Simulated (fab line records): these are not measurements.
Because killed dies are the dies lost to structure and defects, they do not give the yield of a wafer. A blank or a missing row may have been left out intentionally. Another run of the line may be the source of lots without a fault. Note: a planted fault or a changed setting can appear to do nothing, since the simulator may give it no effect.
Matching of chambers    flow sky130    4 sister chambers for SKY_LI_CONTACT_CMP_24 on cmp-02
The step polishes, stops on PSG, t overpolish 20 s, target thk 0 nm. 4 wafers are shown with their chamber, then 7 later ones without.

== WAFERS, EACH WITH ITS CHAMBER ==
wafer   chamber  motor_current_A (A)
L350.6  3        13.1
L354.6  0        11.0
L362.3  2        12.5
L363.5  1        10.9

== WAFERS WITHOUT THEIR CHAMBER ==
wafer   motor_current_A (A)
L363.6  11.9
L365.2  12.4
L365.3  12.3
L365.5  11.2
L370.3  10.5
L370.4  12.2
L370.5  11.8

== CHAMBER TAKEN BY EACH ==
wafer   from the rows above                in truth
L363.6  can't be placed: 2 or 0 or 1 or 3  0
L365.2  can't be placed: 2 or 3            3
L365.3  can't be placed: 2 or 3            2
L365.5  can't be placed: 0 or 1            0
L370.3  can't be placed: 1 or 0            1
L370.4  can't be placed: 2 or 3            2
L370.5  can't be placed: 2 or 0 or 1 or 3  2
0 of 7 placed correctly. Not placeable from these rows: 7 (in 7, the candidates include the true chamber). Number placed wrongly: 0.
How it was worked out, from the rows above alone: a wafer's distance from a chamber is the root of the sum, over the readings, of the square of ((its reading less the chamber's mean) divided by the reading's scatter). If the next closest chamber is less than 2 further off than the closest, the wafer can't be placed; otherwise it belongs to the closest. The mean given for a chamber averages the wafers shown for that chamber. The scatter: root of mean squared gap, hidden wafer to nearest shown wafer, with one shown wafer a chamber.
